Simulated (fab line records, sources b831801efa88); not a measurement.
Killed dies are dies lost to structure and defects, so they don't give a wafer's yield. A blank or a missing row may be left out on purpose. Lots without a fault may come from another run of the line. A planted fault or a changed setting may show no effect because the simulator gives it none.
fab line records | flow gf180mcu
record lots=5 wafers=15 last_day=34
route steps=602 shown V4@480 MIM@503
lots that met no fault: from a run of the same line without faults
start_h: hours from the record's first day to the start of the lot's first wafer shown | wait_h: hours since the lot's step before | " the same as in the row above | L1.1+2: a row that stands for several wafers | - no value, or no start given | * or withheld: withheld | < > ~ a bound
route shown NAME@n: a module of which the file shows steps, and the number in the route of the first | usual: mean/standard deviation of fault-free wafers | same: alike in all rows | chamber/n: place in a boat | sites: the reading at each site | _std_site: their standard deviation | _edge_site: outer sites' mean less inner sites' | radius_mm: how far each site lies from the wafer's centre | mask NAME#n: copy n | behind: the tool/chamber that last shaped the wafer | hold: why the lot was held/for how many hours/how that ended | device: the transistor (n, p or np) that didn't switch | end of line: the same wafers' tests at the end of the route | a step without rows: its recipe alone | killed: dies lost to structure and defects at the first sort, not the wafer's yield | map: a wafer's dies, x killed, . not, _ none there
set.NAME: the setting as run; set.NAME@STEP: as run at that earlier step | model.NAME: the simulator's own value behind a step, which no gauge read
lots at some steps of the route; a table a step, a row a wafer
services: from which hour (start_h, from the record's first day; less than 0 if before it) a tool's chamber was out of use, for how many hours, and why
## steps
# step GF_V4_CMP_04
# recipe material=SiO2 down_force_psi=4 platen_rpm=60 pad_velocity_m_s=0.94248
# usual motor_current_A=11.5/1.1 time_to_endpoint_s=80/5.8
# columns lot.wafer tool chamber start_h wait_h motor_current_A time_to_endpoint_s
L075.3 cmp-02 0 539.55 0.0 10.1 92
L075.2 " 1 " " 10.9 76
L075.5 " 0 " " 10.2 95
L080.1 cmp-02 0 591.42 0.1 9.8 69
L080.2 " 3 " " 10.4 79
L080.5 " 1 " " 10.2 74
L081.3 cmp-02 3 599.26 0.0 11.8 73
L081.2 " 0 " " 10.0 75
L081.1 " 2 " " 12.2 74
L084.1 cmp-02 2 635.72 0.1 12.6 75
L084.3 " 0 " " 10.1 75
L084.4 " 1 " " 10.7 73
L095.2 cmp-02 1 699.64 0.1 10.7 82
L095.4 " 3 " " 11.1 85
L095.5 " 0 " " 9.9 87
# step GF_V4_BOW_MEAS_05
# recipe mode=bow
# usual V4_BOW=135/8.9
# columns lot.wafer tool chamber start_h wait_h V4_BOW[um]
L075.2 film_metro-03 - 539.87 0.2 139
L075.3 " - " " 129
L075.5 " - " " 146
L080.1 film_metro-03 - 591.72 0.2 138
L080.2 " - " " 135
L080.5 " - " " 126
L081.1 film_metro-01 - 599.56 0.1 137
L081.2 " - " " 150
L081.3 " - " " 147
L084.1 film_metro-03 - 636.02 0.2 155
L084.3 " - " " 128
L084.4 " - " " 134
L095.2 film_metro-01 - 699.91 0.2 149
L095.4 " - " " 143
L095.5 " - " " 149
# step GF_V4_DEHYDRATE_06
# recipe temp_c=200 time_s=60
# usual chill_plate_temp_C=23.00/0.097
# columns lot.wafer tool chamber start_h wait_h chill_plate_temp_C
L075.2 litho_track-02 0 550.47 10.6 23.02
L075.3 " 0 " " 23.01
L075.5 " 0 " " 23.09
L080.1 litho_track-02 0 601.44 9.7 22.91
L080.2 " 0 " " 22.94
L080.5 " 0 " " 23.01
L081.1 litho_track-04 0 609.37 9.8 22.94
L081.2 " 0 " " 22.87
L081.3 " 0 " " 23.06
L084.1 litho_track-04 0 645.47 9.4 22.94
L084.3 " 0 " " 23.01
L084.4 " 0 " " 23.03
L095.2 litho_track-04 0 708.44 8.5 23.00
L095.4 " 0 " " 22.89
L095.5 " 0 " " 22.85
# step GF_V4_HMDS_07
# recipe prime_time_s=60 prime_temp_c=120
# usual chill_plate_temp_C=23.01/0.11
# same prime_time_s=60
# columns lot.wafer tool chamber start_h wait_h chill_plate_temp_C
L075.2 litho_track-02 0 550.62 0.1 23.09
L075.3 " 0 " " 23.01
L075.5 " 0 " " 23.01
L080.1 litho_track-02 0 601.59 0.1 23.25
L080.2 " 0 " " 23.23
L080.5 " 0 " " 23.17
L081.1 litho_track-04 0 609.52 0.1 22.99
L081.2 " 0 " " 23.07
L081.3 " 0 " " 22.98
L084.1 litho_track-04 0 645.62 0.1 23.20
L084.3 " 0 " " 23.01
L084.4 " 0 " " 23.04
L095.2 litho_track-04 0 708.59 0.1 22.93
L095.4 " 0 " " 22.93
L095.5 " 0 " " 22.96
# step GF_V4_COAT_08
# recipe resist=BARC temp_c=withheld time_s=withheld spin_rpm=withheld resist_thk_nm=withheld
# usual chill_plate_temp_C=*
# columns lot.wafer tool chamber start_h wait_h chill_plate_temp_C
L075.2 litho_track-02 0 550.77 0.1 *
L075.3 " 0 " " *
L075.5 " 0 " " *
L080.1 litho_track-02 0 601.74 0.1 *
L080.2 " 0 " " *
L080.5 " 0 " " *
L081.1 litho_track-04 0 609.67 0.1 *
L081.2 " 0 " " *
L081.3 " 0 " " *
L084.1 litho_track-04 0 645.77 0.1 *
L084.3 " 0 " " *
L084.4 " 0 " " *
L095.2 litho_track-04 0 708.74 0.1 *
L095.4 " 0 " " *
L095.5 " 0 " " *
# step GF_V4_COAT_09
# recipe resist=KrF spin_rpm=withheld resist_thk_nm=1000
# usual chill_plate_temp_C=23.00/0.11
# columns lot.wafer tool chamber start_h wait_h chill_plate_temp_C
L075.2 litho_track-02 0 - - 22.96
L075.3 " 0 " " 23.09
L075.5 " 0 " " 23.06
L080.1 litho_track-02 0 - - 23.17
L080.2 " 0 " " 23.10
L080.5 " 0 " " 23.16
L081.1 litho_track-04 0 - - 22.90
L081.2 " 0 " " 23.11
L081.3 " 0 " " 22.85
L084.1 litho_track-04 0 - - 22.86
L084.3 " 0 " " 22.78
L084.4 " 0 " " 22.83
L095.2 litho_track-04 0 - - 22.95
L095.4 " 0 " " 23.05
L095.5 " 0 " " 22.97
# step GF_V4_SOFTBAKE_10
# recipe temp_c=130 time_s=60 resist=KrF
# usual chill_plate_temp_C=23.00/0.1
# columns lot.wafer tool chamber start_h wait_h chill_plate_temp_C
L075.2 litho_track-02 0 - - 23.13
L075.3 " 0 " " 22.79
L075.5 " 0 " " 23.00
L080.1 litho_track-02 0 - - 22.83
L080.2 " 0 " " 22.91
L080.5 " 0 " " 23.06
L081.1 litho_track-04 0 - - 22.95
L081.2 " 0 " " 22.93
L081.3 " 0 " " 22.92
L084.1 litho_track-04 0 - - 23.02
L084.3 " 0 " " 23.07
L084.4 " 0 " " 23.05
L095.2 litho_track-04 0 - - 23.25
L095.4 " 0 " " 23.09
L095.5 " 0 " " 23.08
# step GF_V4_EXPOSE_11
# recipe mask_id=Via4 target_cd_nm=260 na=0.68 source_shape=conventional sigma_outer=0.6 dose_mj=38
# columns lot.wafer tool chamber start_h wait_h mask
L075.2+3+5 krf_scanner-01 0 - - Via4#0
L080.1+2+5 krf_scanner-02 0 - - Via4#0
L081.1+2+3 krf_scanner-01 0 - - Via4#0
L084.1+3+4 krf_scanner-01 0 - - Via4#0
L095.2+4+5 krf_scanner-01 0 - - Via4#0
# step GF_V4_PEB_12
# recipe peb_temp_c=135 peb_time_s=90 resist=KrF
# usual chill_plate_temp_C=23.00/0.1
# columns lot.wafer tool chamber start_h wait_h chill_plate_temp_C
L075.2 litho_track-02 0 - - 22.84
L075.3 " 0 " " 22.97
L075.5 " 0 " " 23.06
L080.1 litho_track-03 0 - - 23.11
L080.2 " 0 " " 23.02
L080.5 " 0 " " 23.07
L081.1 litho_track-02 0 - - 23.09
L081.2 " 0 " " 22.97
L081.3 " 0 " " 23.05
L084.1 litho_track-04 0 - - 23.01
L084.3 " 0 " " 23.06
L084.4 " 0 " " 23.18
L095.2 litho_track-03 0 - - 22.85
L095.4 " 0 " " 22.82
L095.5 " 0 " " 22.91
# step GF_V4_DEVELOP_13
# recipe develop_time_s=60 resist=KrF dev_temp_c=21
# usual chill_plate_temp_C=23.02/0.11
# columns lot.wafer tool chamber start_h wait_h chill_plate_temp_C
L075.2 litho_track-02 0 561.92 0.2 23.25
L075.3 " 0 " " 23.03
L075.5 " 0 " " 22.93
L080.1 litho_track-03 0 612.21 0.2 22.93
L080.2 " 0 " " 22.78
L080.5 " 0 " " 22.98
L081.1 litho_track-02 0 619.99 0.2 23.16
L081.2 " 0 " " 23.16
L081.3 " 0 " " 23.11
L084.1 litho_track-04 0 655.17 0.2 23.00
L084.3 " 0 " " 22.90
L084.4 " 0 " " 22.98
L095.2 litho_track-03 0 717.74 0.2 22.91
L095.4 " 0 " " 23.00
L095.5 " 0 " " 22.93
# step GF_V4_CD_MEAS_14
# recipe target_cd_nm=260
# usual cd_nm=259.5/1.4
# columns lot.wafer tool chamber start_h wait_h cd_nm
L075.2 cd_sem-02 - 562.06 0.1 260.0
L075.3 " - " " 260.9
L075.5 " - " " 259.2
L080.1 cd_sem-02 - 612.36 0.1 257.9
L080.2 " - " " 256.6
L080.5 " - " " 258.1
L081.1 cd_sem-02 - 620.14 0.1 258.9
L081.2 " - " " 261.6
L081.3 " - " " 259.3
L084.1 cd_sem-01 - 655.32 0.1 259.2
L084.3 " - " " 259.9
L084.4 " - " " 258.8
L095.2 cd_sem-02 - 717.88 0.1 261.4
L095.4 " - " " 262.2
L095.5 " - " " 262.1
# step GF_V4_OVL_MEAS_15
# usual V4_OVL=4/4.5
# columns lot.wafer tool chamber start_h wait_h V4_OVL[nm]
L075.2 overlay-02 - 562.17 0.1 1
L075.3 " - " " 8
L075.5 " - " " 8
L080.1 overlay-02 - 612.48 0.1 12
L080.2 " - " " 17
L080.5 " - " " 11
L081.1 overlay-02 - 620.26 0.1 8
L081.2 " - " " 1
L081.3 " - " " 5
L084.1 overlay-01 - 655.44 0.1 -2
L084.3 " - " " 5
L084.4 " - " " 3
L095.2 overlay-02 - 717.99 0.1 7
L095.4 " - " " 6
L095.5 " - " " 11
# step GF_V4_ETCH_16
# recipe chemistry=N2/H2 target_depth_a=withheld overetch_a=withheld time_s=withheld target=BARC ion_energy_ev=200 source_w=500 bias_w=100 pressure_mtorr=30 n2_flow_sccm=100 h2_flow_sccm=200
# usual drypump_motor_current_A=5.8/0.56 h2_flow_sccm=200.0/0.63 oes_product_au=0.855/0.0049 throttle_valve_pct=13.226/0.0087
# columns lot.wafer tool chamber start_h wait_h drypump_motor_current_A h2_flow_sccm oes_product_au throttle_valve_pct
L075.2 rie_diel-02 3 562.20 0.0 5.2 200.5 0.862 13.223
L075.3 " 1 " " 6.4 200.1 0.863 13.222
L075.5 " 0 " " 5.7 200.5 0.853 13.238
L080.1 rie_diel-02 3 612.52 0.0 5.2 199.6 0.847 13.212
L080.2 " 0 " " 5.7 200.0 0.858 13.237
L080.5 " 3 " " 5.2 199.4 0.858 13.209
L081.1 rie_diel-02 0 620.30 0.0 5.7 200.3 0.857 13.222
L081.2 " 3 " " 5.2 200.1 0.857 13.237
L081.3 " 1 " " 6.4 199.9 0.854 13.232
L084.1 rie_diel-01 1 655.47 0.0 6.5 198.6 0.858 13.227
L084.3 " 2 " " 6.6 199.4 0.847 13.213
L084.4 " 3 " " 6.1 200.6 0.861 13.219
L095.2 rie_diel-04 3 718.02 0.0 5.2 201.1 0.857 13.234
L095.4 " 1 " " 4.6 200.5 0.850 13.218
L095.5 " 0 " " 6.1 200.2 0.856 13.226
# step GF_V4_ETCH_17
# recipe chemistry=C4F8/O2/Ar mask_material=KrF target=SiO2 stop_on=TiN source_w=1500 bias_w=1200 pressure_mtorr=40 c4f8_flow_sccm=withheld O2_flow_sccm=6 Ar_flow_sccm=300 time_s=withheld target_depth_a=6300
# usual oes_product_au=0.856/0.0046
# columns lot.wafer tool chamber start_h wait_h oes_product_au
L075.2 rie_diel-02 3 - - 0.860
L075.3 " 1 " " 0.862
L075.5 " 0 " " 0.853
L080.1 rie_diel-02 3 - - 0.861
L080.2 " 0 " " 0.858
L080.5 " 3 " " 0.857
L081.1 rie_diel-02 0 - - 0.856
L081.2 " 3 " " 0.862
L081.3 " 1 " " 0.858
L084.1 rie_diel-01 1 - - 0.859
L084.3 " 2 " " 0.862
L084.4 " 3 " " 0.853
L095.2 rie_diel-04 3 - - 0.849
L095.4 " 1 " " 0.856
L095.5 " 0 " " 0.856
# step GF_V4_STRIP_18
# recipe chemistry=O2/N2 power_w=1400 pressure_mtorr=1500 platen_temp_c=250 o2_flow_sccm=3000 n2_flow_sccm=300 overash_fraction=0.5
# usual drypump_motor_current_A=5.3/0.65 heater_power_w=340/18 oes_product_au=0.593/0.0051
# columns lot.wafer tool chamber start_h wait_h drypump_motor_current_A heater_power_w oes_product_au rf_hours_counter_h
L075.2 plasma_asher-01 1 562.33 - 5.4 376 0.595 43
L075.3 " 1 " " 5.4 368 0.588 -
L075.5 " 1 " " 5.4 362 0.603 -
L080.1 plasma_asher-03 0 612.65 - 4.7 358 0.595 98
L080.2 " 1 " " 4.9 323 0.596 98
L080.5 " 0 " " 4.7 365 0.582 -
L081.1 plasma_asher-03 1 620.43 - 4.9 318 0.588 99
L081.2 " 0 " " 4.7 353 0.587 99
L081.3 " 0 " " 4.7 361 0.590 -
L084.1 plasma_asher-03 0 655.60 - 4.7 361 0.595 103
L084.3 " 0 " " 4.7 354 0.592 -
L084.4 " 1 " " 4.9 329 0.598 -
L095.2 plasma_asher-03 1 718.15 - 4.9 325 0.599 111
L095.4 " 1 " " 4.9 323 0.598 -
L095.5 " 0 " " 4.7 356 0.598 -
# step GF_V4_STRIP_19
# recipe chemistry=post_etch_residue_remover time_s=1200 temp_c=72.5
# columns lot.wafer tool chamber start_h wait_h
L075.2+3+5 wet_bench-01 0 562.43 0.1
L080.1+2+5 wet_bench-01 3 612.75 0.1
L081.1+2+3 wet_bench-01 1 620.53 0.1
L084.1+3+4 wet_bench-04 2 655.70 0.1
L095.2+4+5 wet_bench-02 0 718.25 0.1
# step GF_V4_CLEAN_20
# recipe chemistry=DIW dry=n2_spin
# columns lot.wafer tool chamber start_h wait_h
L075.2+3+5 wet_bench-04 0 562.80 0.0
L080.1+2+5 wet_bench-02 3 613.09 0.0
L081.1+2+3 wet_bench-02 2 620.87 0.0
L084.1+3+4 wet_bench-02 0 656.04 0.0
L095.2+4+5 wet_bench-01 2 718.62 0.0
# step GF_V4_SPUTTER_21
# recipe material=Ti target_thk_nm=15 chamber_pressure_pa=5 power_w=2500 substrate_temp_c=200 time_s=80.02
# usual chamber_pressure_pa=5.000/0.0093 throttle_valve_pct=29.5/0.93
# columns lot.wafer tool chamber start_h wait_h chamber_pressure_pa throttle_valve_pct
L075.2 pvd_sputter-04 - 562.90 0.0 5.003 30.1
L075.3 " - " " 5.005 29.2
L075.5 " - " " 4.997 29.8
L080.1 pvd_sputter-01 - 613.18 0.0 5.006 29.7
L080.2 " - " " 5.001 29.5
L080.5 " - " " 5.010 29.8
L081.1 pvd_sputter-01 - 620.96 0.0 5.004 29.2
L081.2 " - " " 4.993 27.7
L081.3 " - " " 4.988 29.6
L084.1 pvd_sputter-04 - 656.14 0.0 4.996 29.6
L084.3 " - " " 4.995 30.7
L084.4 " - " " 4.994 30.3
L095.2 pvd_sputter-01 - 718.72 0.0 4.982 27.3
L095.4 " - " " 5.012 29.8
L095.5 " - " " 5.012 28.9
# step GF_V4_SPUTTER_22
# recipe material=TiN target_thk_nm=10 chamber_pressure_pa=5 power_w=4000 time_s=40
# usual chamber_pressure_pa=5.000/0.01 throttle_valve_pct=29.5/0.93
# columns lot.wafer tool chamber start_h wait_h chamber_pressure_pa throttle_valve_pct
L075.2 pvd_sputter-04 - 562.96 0.0 4.999 30.0
L075.3 " - " " 5.001 29.4
L075.5 " - " " 4.996 29.9
L080.1 pvd_sputter-01 - 613.24 0.0 4.999 29.7
L080.2 " - " " 5.005 29.5
L080.5 " - " " 4.991 29.8
L081.1 pvd_sputter-01 - 621.02 0.0 4.986 28.9
L081.2 " - " " 5.021 27.5
L081.3 " - " " 4.997 29.8
L084.1 pvd_sputter-04 - 656.20 0.0 4.992 29.6
L084.3 " - " " 4.996 30.8
L084.4 " - " " 5.012 30.4
L095.2 pvd_sputter-01 - 718.78 0.0 5.008 27.6
L095.4 " - " " 5.004 29.8
L095.5 " - " " 5.004 29.1
# step GF_V4_CVD_23
# recipe material=W target_thk_nm=350 time_s=104.9 temp_c=400 pressure_torr=40
# usual heater_power_w=881/52
# columns lot.wafer tool chamber start_h wait_h heater_power_w since_wet_clean_h
L075.2 cvd_w-02 1 563.00 0.0 869 159
L075.3 " 1 " " 894 -
L075.5 " 1 " " 868 -
L080.1 cvd_w-02 1 613.28 0.0 901 209
L080.2 " 0 " " 955 209
L080.5 " 1 " " 854 -
L081.1 cvd_w-01 0 621.06 0.0 882 717
L081.2 " 1 " " 796 717
L081.3 " 1 " " 815 -
L084.1 cvd_w-01 1 656.24 0.0 827 752
L084.3 " 1 " " 836 -
L084.4 " 0 " " 880 -
L095.2 cvd_w-01 1 718.86 0.1 811 -
L095.4 " 1 " " 772 -
L095.5 " 1 " " 810 -
# step GF_V4_RS_MEAS_24
# recipe thk_meas_gauge=four-point-probe reads=W_of_V4_CVD_23+TiN_of_V4_SPUTTER_22+Ti_of_V4_SPUTTER_21
# usual V4_W_RS=0.329/0.0054
# columns lot.wafer tool chamber start_h wait_h V4_W_RS[ohm/sq]
L075.2 film_metro-03 - 563.13 0.1 0.325
L075.3 " - " " 0.323
L075.5 " - " " 0.328
L080.1 film_metro-04 - 613.40 0.1 0.324
L080.2 " - " " 0.327
L080.5 " - " " 0.326
L081.1 film_metro-04 - 621.17 0.1 0.336
L081.2 " - " " 0.329
L081.3 " - " " 0.330
L084.1 film_metro-03 - 656.35 0.1 0.323
L084.3 " - " " 0.328
L084.4 " - " " 0.343
L095.2 film_metro-01 - 719.07 0.2 0.326
L095.4 " - " " 0.324
L095.5 " - " " 0.326
# step GF_V4_THK_MEAS_25
# recipe thk_meas_gauge=xrf reads=W_of_V4_CVD_23
# usual V4_W_THK=346/6.5
# columns lot.wafer tool chamber start_h wait_h V4_W_THK[nm]
L075.2 film_metro-03 - 563.24 0.1 353
L075.3 " - " " 354
L075.5 " - " " 347
L080.1 film_metro-04 - 613.52 0.1 346
L080.2 " - " " 344
L080.5 " - " " 345
L081.1 film_metro-04 - 621.29 0.1 333
L081.2 " - " " 341
L081.3 " - " " 341
L084.1 film_metro-03 - 656.47 0.1 354
L084.3 " - " " 348
L084.4 " - " " 335
L095.2 film_metro-01 - 719.18 0.1 346
L095.4 " - " " 347
L095.5 " - " " 348
# step GF_V4_CMP_26
# recipe stop_on=SiO2 down_force_psi=3.5 platen_rpm=60 t_overpolish_s=15 target_thk_nm=0 pad_velocity_m_s=0.94248
# usual motor_current_A=10.7/0.95 overpolish_run_s=14.999/0.0091 time_to_endpoint_s=85/3.6
# columns lot.wafer tool chamber start_h wait_h motor_current_A overpolish_run_s time_to_endpoint_s
L075.2 cmp-02 2 563.29 0.0 11.3 14.998 83
L075.3 " 0 " " 9.2 15.001 92
L075.5 " 3 " " 10.5 14.998 89
L080.2 cmp-02 0 613.63 0.1 9.1 14.994 86
L080.1 " 1 " " 9.6 15.000 82
L080.5 " 3 " " 10.1 15.009 81
L081.3 cmp-02 2 621.35 0.0 11.7 15.002 84
L081.2 " 3 " " 10.5 15.004 88
L081.1 " 1 " " 9.7 15.007 83
L084.4 cmp-01 2 656.53 0.0 10.7 14.990 86
L084.3 " 3 " " 10.9 14.983 84
L084.1 " 1 " " 12.0 14.990 85
L095.4 cmp-02 3 719.28 0.1 10.3 15.000 84
L095.2 " 1 " " 9.5 14.994 86
L095.5 " 3 " " 10.4 15.011 86
# step GF_MIM_SPUTTER_00
# recipe material=Ti target_thk_nm=37.5 arriving_ion_energy_ev=80 substrate_temp_c=200 chamber_pressure_pa=2 power_w=4000 time_s=150
# usual chamber_pressure_pa=2.000/0.004 throttle_valve_pct=29.6/0.68
# columns lot.wafer tool chamber start_h wait_h chamber_pressure_pa throttle_valve_pct
L075.2 pvd_sputter-03 - 563.59 0.2 2.004 29.4
L075.3 " - " " 2.007 29.3
L075.5 " - " " 2.006 29.3
L080.1 pvd_sputter-04 - 613.88 0.1 2.002 30.4
L080.2 " - " " 1.997 29.9
L080.5 " - " " 2.005 29.8
L081.1 pvd_sputter-02 - 621.65 0.1 2.001 30.5
L081.2 " - " " 2.001 29.0
L081.3 " - " " 1.998 28.3
L084.1 pvd_sputter-02 - 656.83 0.1 1.999 29.9
L084.3 " - " " 2.001 28.6
L084.4 " - " " 2.008 30.6
L095.2 pvd_sputter-03 - 719.53 0.1 1.996 28.8
L095.4 " - " " 2.000 29.5
L095.5 " - " " 1.998 29.4
# step GF_MIM_SPUTTER_01
# recipe material=TiN target_thk_nm=30 power_w=6500 time_s=25 chamber_pressure_pa=0.4
# usual chamber_pressure_pa=0.4000/0.00078 throttle_valve_pct=29.6/0.7
# columns lot.wafer tool chamber start_h wait_h chamber_pressure_pa throttle_valve_pct
L075.2 pvd_sputter-03 - 563.69 0.1 0.4001 29.5
L075.3 " - " " 0.3979 29.3
L075.5 " - " " 0.3989 29.0
L080.1 pvd_sputter-04 - 613.98 0.1 0.3997 30.4
L080.2 " - " " 0.4000 30.0
L080.5 " - " " 0.4002 29.4
L081.1 pvd_sputter-02 - 621.75 0.1 0.4005 30.5
L081.2 " - " " 0.3995 29.0
L081.3 " - " " 0.3982 28.6
L084.1 pvd_sputter-02 - 656.93 0.1 0.3984 30.0
L084.3 " - " " 0.4002 28.4
L084.4 " - " " 0.4006 30.8
L095.2 pvd_sputter-03 - 719.63 0.1 0.3994 28.9
L095.4 " - " " 0.4009 29.4
L095.5 " - " " 0.3989 29.4
# step GF_MIM_SPUTTER_02
# recipe material=AlCu target_thk_nm=450 power_w=10600 time_s=23.9 chamber_pressure_pa=0.4
# usual chamber_pressure_pa=0.4001/0.00076 throttle_valve_pct=29.6/0.7
# columns lot.wafer tool chamber start_h wait_h chamber_pressure_pa throttle_valve_pct
L075.2 pvd_sputter-03 - 563.72 0.0 0.4011 29.6
L075.3 " - " " 0.3995 28.9
L075.5 " - " " 0.3992 29.2
L080.1 pvd_sputter-04 - 614.01 0.0 0.3996 30.8
L080.2 " - " " 0.4009 30.1
L080.5 " - " " 0.4002 29.3
L081.1 pvd_sputter-02 - 621.78 0.0 0.4010 30.6
L081.2 " - " " 0.4006 29.0
L081.3 " - " " 0.3996 28.6
L084.1 pvd_sputter-02 - 656.96 0.0 0.4001 30.1
L084.3 " - " " 0.3982 28.3
L084.4 " - " " 0.3996 30.4
L095.2 pvd_sputter-03 - 719.66 0.0 0.4011 28.8
L095.4 " - " " 0.3999 29.3
L095.5 " - " " 0.4006 29.4
# step GF_MIM_SPUTTER_03
# recipe material=Ti target_thk_nm=10 substrate_temp_c=300 chamber_pressure_pa=0.3 power_w=3000 time_s=6.7
# usual chamber_pressure_pa=0.2999/0.00055 throttle_valve_pct=29.6/0.69
# columns lot.wafer tool chamber start_h wait_h chamber_pressure_pa throttle_valve_pct
L075.2 pvd_sputter-03 - 563.75 0.0 0.3008 29.4
L075.3 " - " " 0.2994 29.1
L075.5 " - " " 0.2997 29.3
L080.1 pvd_sputter-04 - 614.04 0.0 0.2996 30.5
L080.2 " - " " 0.2998 29.8
L080.5 " - " " 0.2995 29.6
L081.1 pvd_sputter-02 - 621.81 0.0 0.2997 30.7
L081.2 " - " " 0.3009 29.1
L081.3 " - " " 0.2987 28.4
L084.1 pvd_sputter-02 - 656.99 0.0 0.3007 30.4
L084.3 " - " " 0.2997 28.4
L084.4 " - " " 0.2994 30.6
L095.2 pvd_sputter-03 - 719.69 0.0 0.3002 29.0
L095.4 " - " " 0.3006 29.4
L095.5 " - " " 0.2993 29.9
# step GF_MIM_SPUTTER_04
# recipe material=TiN target_thk_nm=50 power_w=6500 time_s=41.7 chamber_pressure_pa=0.4
# usual chamber_pressure_pa=0.4001/0.00078 throttle_valve_pct=29.6/0.72
# columns lot.wafer tool chamber start_h wait_h chamber_pressure_pa throttle_valve_pct
L075.2 pvd_sputter-03 - 563.78 0.0 0.4008 29.8
L075.3 " - " " 0.3992 28.8
L075.5 " - " " 0.3992 29.1
L080.1 pvd_sputter-04 - 614.06 0.0 0.4001 30.6
L080.2 " - " " 0.4003 29.8
L080.5 " - " " 0.3999 29.3
L081.1 pvd_sputter-02 - 621.84 0.0 0.4002 30.6
L081.2 " - " " 0.4005 28.8
L081.3 " - " " 0.4007 28.7
L084.1 pvd_sputter-02 - 657.02 0.0 0.4005 30.0
L084.3 " - " " 0.4003 28.1
L084.4 " - " " 0.4005 30.7
L095.2 pvd_sputter-03 - 719.71 0.0 0.4007 29.1
L095.4 " - " " 0.4004 29.3
L095.5 " - " " 0.4000 29.4
# step GF_MIM_CVD_05
# recipe material=Si3N4 target_thk_nm=42 temp_max_c=400 temp_c=385 time_s=29.086 rf_w=450
# usual heater_power_w=618/91
# columns lot.wafer tool chamber start_h wait_h heater_power_w since_wet_clean_h
L075.2 pecvd-02 0 563.81 0.0 704 597
L075.3 " 2 " " 516 597
L075.5 " 2 " " 521 -
L080.1 pecvd-04 0 614.10 0.0 693 231
L080.2 " 1 " " 676 231
L080.5 " 0 " " 706 -
L081.1 pecvd-03 0 621.87 0.0 499 447
L081.2 " 2 " " 706 447
L081.3 " 1 " " 718 447
L084.1 pecvd-03 2 657.06 0.0 589 482
L084.3 " 0 " " 586 482
L084.4 " 0 " " 598 -
L095.2 pecvd-02 1 719.75 0.0 690 753
L095.4 " 0 " " 614 -
L095.5 " 2 " " 465 -
# step GF_MIM_THK_MEAS_06
# recipe reads=Si3N4_of_MIM_CVD_05
# usual MIM_CVD_05_THK=41.8/0.77
# columns lot.wafer tool chamber start_h wait_h MIM_CVD_05_THK[nm]
L075.2 film_metro-02 - 563.86 0.0 42.1
L075.3 " - " " 42.0
L075.5 " - " " 42.9
L080.1 film_metro-02 - 614.13 0.0 41.3
L080.2 " - " " 41.7
L080.5 " - " " 42.4
L081.1 film_metro-01 - 621.91 0.0 42.0
L081.2 " - " " 42.1
L081.3 " - " " 40.6
L084.1 film_metro-02 - 657.09 0.0 42.0
L084.3 " - " " 42.2
L084.4 " - " " 42.7
L095.2 film_metro-03 - 719.79 0.0 40.8
L095.4 " - " " 42.8
L095.5 " - " " 42.4
# step GF_MIM_SPUTTER_07
# recipe material=TiN target_thk_nm=60 power_w=6500 time_s=50 chamber_pressure_pa=0.4
# usual chamber_pressure_pa=0.4001/0.00087 throttle_valve_pct=29.6/0.64
# columns lot.wafer tool chamber start_h wait_h chamber_pressure_pa throttle_valve_pct
L075.2 pvd_sputter-02 - 563.91 0.0 0.4005 29.1
L075.3 " - " " 0.3979 30.6
L075.5 " - " " 0.4019 29.1
L080.1 pvd_sputter-03 - 614.19 0.1 0.3997 29.2
L080.2 " - " " 0.4006 29.1
L080.5 " - " " 0.3996 29.3
L081.1 pvd_sputter-04 - 621.97 0.1 0.3998 29.9
L081.2 " - " " 0.4013 30.2
L081.3 " - " " 0.3998 30.6
L084.1 pvd_sputter-04 - 657.15 0.1 0.4005 29.8
L084.3 " - " " 0.4015 29.4
L084.4 " - " " 0.4004 30.5
L095.2 pvd_sputter-02 - 719.84 0.0 0.3989 29.1
L095.4 " - " " 0.3995 30.1
L095.5 " - " " 0.3993 28.4
# step GF_MIM_SPUTTER_08
# recipe material=AlCu target_thk_nm=200 power_w=10600 time_s=10.6 chamber_pressure_pa=0.4
# usual chamber_pressure_pa=0.4001/0.00083 throttle_valve_pct=29.6/0.64
# columns lot.wafer tool chamber start_h wait_h chamber_pressure_pa throttle_valve_pct
L075.2 pvd_sputter-02 - 563.95 0.0 0.3992 29.0
L075.3 " - " " 0.4000 30.4
L075.5 " - " " 0.3996 29.0
L080.1 pvd_sputter-03 - 614.23 0.0 0.4009 29.3
L080.2 " - " " 0.4001 29.0
L080.5 " - " " 0.3993 29.1
L081.1 pvd_sputter-04 - 622.01 0.0 0.3992 30.0
L081.2 " - " " 0.4004 30.3
L081.3 " - " " 0.3993 30.6
L084.1 pvd_sputter-04 - 657.19 0.0 0.4004 29.8
L084.3 " - " " 0.3997 29.0
L084.4 " - " " 0.4004 30.6
L095.2 pvd_sputter-02 - 719.88 0.0 0.4002 28.8
L095.4 " - " " 0.3989 29.9
L095.5 " - " " 0.4000 28.3
# step GF_MIM_SPUTTER_09
# recipe material=TiN target_thk_nm=35 power_w=6500 time_s=29.2 chamber_pressure_pa=0.4
# usual chamber_pressure_pa=0.4000/0.00077 throttle_valve_pct=29.5/0.64
# columns lot.wafer tool chamber start_h wait_h chamber_pressure_pa throttle_valve_pct
L075.2 pvd_sputter-02 - 563.97 0.0 0.3998 29.2
L075.3 " - " " 0.3994 30.6
L075.5 " - " " 0.3999 29.0
L080.1 pvd_sputter-03 - 614.26 0.0 0.3982 29.0
L080.2 " - " " 0.4005 28.8
L080.5 " - " " 0.3997 29.2
L081.1 pvd_sputter-04 - 622.03 0.0 0.4002 29.8
L081.2 " - " " 0.4000 30.3
L081.3 " - " " 0.4000 30.3
L084.1 pvd_sputter-04 - 657.21 0.0 0.4002 30.0
L084.3 " - " " 0.4002 29.4
L084.4 " - " " 0.3992 30.1
L095.2 pvd_sputter-02 - 719.91 0.0 0.4012 28.9
L095.4 " - " " 0.3981 30.1
L095.5 " - " " 0.4005 28.3
## services
# columns tool chamber start_h hours kind
krf_scanner-01 - 516.57 0.8 pm
pvd_sputter-03 - 521.86 11.9 repair
rie_diel-04 - 527.83 1.1 repair
pvd_sputter-04 - 530.52 1.8 repair
krf_scanner-01 - 541.64 4.0 pm
cvd_w-02 - 551.23 2.8 pm
cmp-02 - 572.08 4.0 pm
cmp-02 - 586.19 1.1 repair
pvd_sputter-02 - 597.95 0.5 repair
krf_scanner-01 - 607.46 0.2 repair
krf_scanner-01 - 608.52 1.3 pm
rie_diel-04 3 619.41 20.0 repair
rie_diel-01 - 627.97 0.7 repair
rie_diel-04 - 632.24 0.2 repair
krf_scanner-01 - 632.50 1.0 repair
krf_scanner-01 - 633.63 1.0 pm
pvd_sputter-04 - 667.77 1.9 repair
wet_bench-02 - 679.60 6.7 repair
pvd_sputter-04 - 683.56 6.2 repair
krf_scanner-01 - 684.56 0.8 pm
pvd_sputter-03 - 687.63 9.2 repair
cmp-02 - 694.24 1.3 repair
rie_diel-02 0 705.67 3.4 repair
cvd_w-01 0 717.56 7.1 repair
## key
fault none
